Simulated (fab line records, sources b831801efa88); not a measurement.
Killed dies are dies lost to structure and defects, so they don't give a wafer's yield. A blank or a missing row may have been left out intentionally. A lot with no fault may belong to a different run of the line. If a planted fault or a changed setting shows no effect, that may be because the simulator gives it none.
Matching of chambers    flow gf180mcu    GF_CONTACT_CMP_04 on cmp-02 has 3 sister chambers
The step polishes SiO2. 3 wafers are shown with their chamber, then 3 later ones without.

== WAFERS, EACH WITH ITS CHAMBER ==
wafer   chamber  motorCurrentA (A)
L260.6  0        11.3
L262.2  3        13.1
L262.5  2        13.3

== WAFERS MISSING THEIR CHAMBER ==
wafer   motorCurrentA (A)
L266.4  12.8
L267.1  11.5
L267.2  13.8

== WHICH CHAMBER EACH ONE RAN IN ==
wafer   from the rows above      in truth
L266.4  can't be placed: 3 or 2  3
L267.1  0                        0
L267.2  can't be placed: 2 or 3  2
Placed correctly: 1 of 3. Cannot be placed on the basis of these rows: 2; the candidates contain the true chamber in 2. Placed wrongly: 0.
How it was worked out, from the rows above alone: a wafer's distance from a chamber is the root of the sum, over the readings, of the square of ((its reading less the chamber's mean) divided by the reading's scatter). The wafer belongs to the nearest chamber; if the next one is less than 2 further off, it can't be placed. Each chamber's mean is taken over the wafers shown for it. The scatter (one wafer shown for each chamber): square how far every hidden wafer sits from the nearest shown wafer, average those squares and take the square root.
